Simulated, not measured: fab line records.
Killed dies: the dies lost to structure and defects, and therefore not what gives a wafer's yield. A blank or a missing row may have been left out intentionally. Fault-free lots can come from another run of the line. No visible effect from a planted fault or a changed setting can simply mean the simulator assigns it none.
Shared-tool check / flow sky130 / Lots sampled 13, wafers sampled 39

REASON IT WAS OPENED
SKY_NWELL_RS_MEAS_29, reading NWELL_RS: flagged on 2 of 13 lots. Wafers without a fault read 625.3 ohm/sq, standard deviation 1.5.
Rule: a lot is flagged when every wafer of it that has a number lies more than 4 standard deviations from that mean, or none has a number. All remaining lots are regarded as sound.

lot=L712; measured=day 5 08:44; on=film metro-02; NWELL_RS (ohm/sq), wafer by wafer=625.3 625.3 625.2; flag=
lot=L713; measured=day 5 14:14; on=film metro-03; NWELL_RS (ohm/sq), wafer by wafer=625.3 623.6 622.3; flag=
lot=L714; measured=day 5 17:39; on=film metro-03; NWELL_RS (ohm/sq), wafer by wafer=625.3 624.6 626.4; flag=
lot=L715; measured=day 5 20:39; on=film metro-03; NWELL_RS (ohm/sq), wafer by wafer=628.0 626.8 625.4; flag=
lot=L716; measured=day 6 05:23; on=film metro-02; NWELL_RS (ohm/sq), wafer by wafer=625.4 626.6 627.0; flag=
lot=L719; measured=day 7 03:41; on=film metro-03; NWELL_RS (ohm/sq), wafer by wafer=627.6 625.6 626.6; flag=
lot=L720; measured=day 7 07:51; on=film metro-02; NWELL_RS (ohm/sq), wafer by wafer=623.8 623.9 623.0; flag=
lot=L721; measured=day 7 14:03; on=film metro-03; NWELL_RS (ohm/sq), wafer by wafer=625.2 624.2 624.1; flag=
lot=L724; measured=day 8 10:19; on=film metro-02; NWELL_RS (ohm/sq), wafer by wafer=626.6 624.6 624.5; flag=
lot=L730; measured=day 9 21:30; on=film metro-02; NWELL_RS (ohm/sq), wafer by wafer=647.8 647.3 645.7; flag=FLAGGED
lot=L733; measured=day 10 18:29; on=film metro-02; NWELL_RS (ohm/sq), wafer by wafer=625.9 625.8 627.1; flag=
lot=L734; measured=day 10 23:46; on=film metro-01; NWELL_RS (ohm/sq), wafer by wafer=648.4 646.3 647.0; flag=FLAGGED
lot=L735; measured=day 11 02:42; on=film metro-02; NWELL_RS (ohm/sq), wafer by wafer=625.2 627.1 626.1; flag=
On average the flagged lots' numbers are 647.1 ohm/sq, which is +21.8 ohm/sq against the usual, or +15 standard deviations.

TOOL THAT RAN EACH LOT
The record keeps 1 process step preceding the reading, out of 708 steps on the route. Each cell gives the tool, then ch followed by the chambers the sampled wafers passed through, then the start.
lot=L712; flag=; SKY_NWELL_IMPLANT_13=implanter-02 ch 0, day 4 14:32
lot=L713; flag=; SKY_NWELL_IMPLANT_13=implanter-03 ch 0, day 4 19:58
lot=L714; flag=; SKY_NWELL_IMPLANT_13=implanter-03 ch 0, day 4 23:37
lot=L715; flag=; SKY_NWELL_IMPLANT_13=implanter-04 ch 0, day 5 02:26
lot=L716; flag=; SKY_NWELL_IMPLANT_13=implanter-04 ch 0, day 5 10:58
lot=L719; flag=; SKY_NWELL_IMPLANT_13=implanter-02 ch 0, day 6 07:20
lot=L720; flag=; SKY_NWELL_IMPLANT_13=implanter-02 ch 0, day 6 11:52
lot=L721; flag=; SKY_NWELL_IMPLANT_13=implanter-04 ch 0, day 6 17:48
lot=L724; flag=; SKY_NWELL_IMPLANT_13=implanter-03 ch 0, day 7 13:24
lot=L730; flag=FLAGGED; SKY_NWELL_IMPLANT_13=implanter-04 ch 0, day 8 23:01
lot=L733; flag=; SKY_NWELL_IMPLANT_13=implanter-02 ch 0, day 9 20:02
lot=L734; flag=FLAGGED; SKY_NWELL_IMPLANT_13=implanter-04 ch 0, day 10 00:50
lot=L735; flag=; SKY_NWELL_IMPLANT_13=implanter-03 ch 0, day 10 03:31
These steps, and what they do:
- SKY_NWELL_IMPLANT_13
- SKY_NWELL_RS_MEAS_29: measures by four-point-probe.

FLAGGED OVER TOTAL, TOOL BY TOOL (the gauges that took the reading come last)
step=SKY_NWELL_IMPLANT_13; tool=implanter-02; lots run=4; flagged=0; share of the flagged lots=none; sound lots run after its first flagged lot=-
step=SKY_NWELL_IMPLANT_13; tool=implanter-03; lots run=4; flagged=0; share of the flagged lots=none; sound lots run after its first flagged lot=-
step=SKY_NWELL_IMPLANT_13; tool=implanter-04; lots run=5; flagged=2; share of the flagged lots=all; sound lots run after its first flagged lot=0
step=SKY_NWELL_RS_MEAS_29; tool=film metro-01; lots run=1; flagged=1; share of the flagged lots=some; sound lots run after its first flagged lot=0
step=SKY_NWELL_RS_MEAS_29; tool=film metro-02; lots run=7; flagged=1; share of the flagged lots=some; sound lots run after its first flagged lot=2 (L733,L735)
step=SKY_NWELL_RS_MEAS_29; tool=film metro-03; lots run=5; flagged=0; share of the flagged lots=none; sound lots run after its first flagged lot=-

WHAT THE TABLE PERMITS
1 row of the table ran every flagged lot: implanter-04 at SKY_NWELL_IMPLANT_13.
- implanter-04 at SKY_NWELL_IMPLANT_13 ran 5 lots, 2 of them flagged. Last sound lot L721 at day 6 17:48, first flagged lot L730 at day 8 23:01; a fault beginning in between fits. Its own readings lie more than 4 standard deviations out on every wafer of the flagged lots: dose ions cm2, faraday current uA.
implanter-04 at SKY_NWELL_IMPLANT_13 is the single tool remaining.

WHAT WAS PUT IN BY THE SIMULATOR
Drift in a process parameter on implanter-04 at SKY_NWELL_IMPLANT_13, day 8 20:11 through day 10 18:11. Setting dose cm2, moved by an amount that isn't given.
Lots struck among those shown: L730, L734. The rule above reached the same finding.
